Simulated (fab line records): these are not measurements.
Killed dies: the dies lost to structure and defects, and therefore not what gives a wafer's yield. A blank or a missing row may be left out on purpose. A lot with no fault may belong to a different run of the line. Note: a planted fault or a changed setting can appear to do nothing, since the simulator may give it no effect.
Struck lot and sound lot, side by side ; flow sky130 ; 43 out of 708 route steps
Sound: these wafers, L620.1, L620.3, L620.4. The struck wafers were L630.1, L630.4, L630.5. The cause is named last.
For every step that has rows: the tool of each side, followed by ch and its chambers, followed by its first start. Under that, the readings that differ: sound wafers ; struck wafers ; difference of the means ; sigmas: that difference in standard deviations of wafers without a fault.
alike: readings with means less than 2 such deviations apart, plus words and numbers identical on both sides. not compared: withheld readings, readings lacking a value on some wafer, bounds such as >300 that could conceal the same value, and numbers that have no deviation in the record and whose values overlap.
A row with sigmas, a row that says differs or no value, or rows on one side alone: a step with any of these is where the two part. Non-overlapping numbers with no deviation appear without sigmas and do not part them. A reading missing from all wafers of one side parts the sides only when that side holds two or more wafers.

first, 7 steps without rows for these wafers: SKY_LI_CONTACT_HMDS_05 (prime time 60 s); SKY_LI_CONTACT_COAT_06 (resist thk 60 nm); SKY_LI_CONTACT_COAT_07 (resist thk 450 nm); SKY_LI_CONTACT_SOFTBAKE_08 (time 90 s); SKY_LI_CONTACT_EXPOSE_09 (exposes mask LICM1, target cd 170 nm); SKY_LI_CONTACT_PEB_10; SKY_LI_CONTACT_DEVELOP_11 (develop time 60 s).
SKY_LI_CONTACT_CD_MEAS_12: the cd target is 170 nm.
  sound on cd-sem-01, day 29 07:52; struck on cd-sem-02, day 32 17:28
  alike: cd-nm
SKY_LI_CONTACT_OVL_MEAS_13:
  sound on overlay-02, day 29 07:59; struck on overlay-01, day 32 17:35
  alike: LI_CONTACT_OVL
SKY_LI_CONTACT_ETCH_14: etches BARC in N2/H2, stops on SiO2, time 45.9 s, target depth 60 nm.
  sound on rie-diel-03 ch 0,1,3, day 29 08:02; struck on rie-diel-02 ch 2,3, day 32 17:38
  alike: bias-w, drypump-motor-current-A, oes-product-au, throttle-valve-pct
  not compared: rf-hours-counter-h
SKY_LI_CONTACT_ETCH_15: etches PSG in C4F8/O2/Ar, stops on Si, target depth 600 nm.
  sound on rie-diel-03 ch 0,1,3, day 29 08:04; struck on rie-diel-02 ch 2,3, day 32 17:40
  alike: bias-w, oes-product-au
then, 1 step without rows for these wafers: SKY_LI_CONTACT_STRIP_16 (strips in O2/N2).
SKY_LI_CONTACT_CLEAN_17: cleans in NMP, time 600 s.
  sound on wet-bench-03 ch 1, day 29 08:15; struck on wet-bench-03 ch 2, day 32 17:51
  alike: bath-guard-temp-C
then, 2 steps without rows for these wafers: SKY_LI_CONTACT_PRE_CLEAN_18 (time 5.6 s); SKY_LI_CONTACT_SPUTTER_19 (material Ti, target thk 20 nm, time 106.37 s).
SKY_LI_CONTACT_SPUTTER_20: material TiN, target thk 20 nm, time 80 s.
  sound on pvd-sputter-04, day 29 08:32; struck on pvd-sputter-02, day 32 18:08
  alike: throttle-valve-pct
then, 1 step without rows for these wafers: SKY_LI_CONTACT_CVD_21 (deposits W, target thk 400 nm, time 120.56 s).
SKY_LI_CONTACT_RS_MEAS_22: the measuring method here is four-point-probe.
  sound on film-metro-02, day 29 08:44; struck on film-metro-03, day 32 18:19
  alike: LI_CONTACT_W_RS
SKY_LI_CONTACT_THK_MEAS_23: measures by xrf.
  sound on film-metro-02, day 29 08:51; struck on film-metro-03, day 32 18:26
  alike: LI_CONTACT_W_THK
then, 1 step without rows for these wafers: SKY_LI_CONTACT_CMP_24 (polishes, stops on PSG, t overpolish 20 s, target thk 0 nm).
SKY_LOCAL_INTERCONNECT_SPUTTER_00: material TiN, target thk 100 nm, time 83.3 s.
  sound on pvd-sputter-03, day 29 09:13; struck on pvd-sputter-03, day 32 18:47
  alike: throttle-valve-pct
SKY_LOCAL_INTERCONNECT_RS_MEAS_01: the measuring method here is four-point-probe.
  sound on film-metro-03, day 29 09:16; struck on film-metro-04, day 32 18:51
  alike: LOCAL_INTERCONNECT_TIN_RS
SKY_LOCAL_INTERCONNECT_THK_MEAS_02: measures by xrf.
  sound on film-metro-03, day 29 09:23; struck on film-metro-04, day 32 18:58
  alike: LOCAL_INTERCONNECT_TIN_THK
then, 8 steps without rows for these wafers: SKY_LOCAL_INTERCONNECT_DEHYDRATE_03 (time 60 s); SKY_LOCAL_INTERCONNECT_HMDS_04 (prime time 60 s); SKY_LOCAL_INTERCONNECT_COAT_05 (resist thk 58.99 nm); SKY_LOCAL_INTERCONNECT_COAT_06 (resist thk 450 nm); SKY_LOCAL_INTERCONNECT_SOFTBAKE_07 (time 90 s); SKY_LOCAL_INTERCONNECT_EXPOSE_08 (exposes mask LI1M, target cd 170 nm); SKY_LOCAL_INTERCONNECT_PEB_09; SKY_LOCAL_INTERCONNECT_DEVELOP_10 (develop time 60 s).
SKY_LOCAL_INTERCONNECT_CD_MEAS_11: the cd target is 170 nm.
  sound on cd-sem-01, day 30 12:01; struck on cd-sem-02, day 33 21:38
  alike: cd-nm
SKY_LOCAL_INTERCONNECT_OVL_MEAS_12:
  sound on overlay-01, day 30 12:08; struck on overlay-02, day 33 21:45
  alike: LOCAL_INTERCONNECT_OVL
SKY_LOCAL_INTERCONNECT_ETCH_13: etches BARC in N2/H2, stops on SiO2, time 45.9 s, target depth 60 nm.
  sound on rie-metal-01 ch 0,1, day 30 12:10; struck on rie-metal-01 ch 0, day 33 21:47
  alike: bias-w, drypump-motor-current-A, oes-product-au, throttle-valve-pct
  not compared: rf-hours-counter-h
then, 6 steps without rows for these wafers: SKY_LOCAL_INTERCONNECT_METAL_ETCH_14 (etches TiN in Cl2/BCl3, stops on PSG, target depth 110 nm, time 31.4 s); SKY_LOCAL_INTERCONNECT_STRIP_15 (strips in O2/N2); SKY_LOCAL_INTERCONNECT_STRIP_16 (strips in post etch residue remover, time 1200 s); SKY_LOCAL_INTERCONNECT_CLEAN_17 (cleans in IPA, time 180 s); SKY_LOCAL_INTERCONNECT_CLEAN_18 (cleans in O3/DIW); SKY_CONTACT_CVD_00 (deposits Si3N4, target thk 75 nm).
SKY_CONTACT_THK_MEAS_01:
  sound on film-metro-04, day 30 12:55; struck on film-metro-01, day 33 22:31
  alike: CONTACT_CVD_00_THK
then, 1 step without rows for these wafers: SKY_CONTACT_HDPCVD_02 (deposits SiO2, target thk 565 nm, time 94.2 s).
-- the record jumps here: 15 days lie between the struck wafers' starts before and after (it left off in module CONTACT and takes up again in module PAD_OPEN, whose first step shown is number 708 of the route) --
SKY_PAD_OPEN_PROBE_99:
  record: rows for the struck wafers here (prober-02, day 48 11:23), none for the sound ones

## WHERE THEY PART
Only at SKY_PAD_OPEN_PROBE_99, as far as this record shows.

WHY: what the simulator had put in
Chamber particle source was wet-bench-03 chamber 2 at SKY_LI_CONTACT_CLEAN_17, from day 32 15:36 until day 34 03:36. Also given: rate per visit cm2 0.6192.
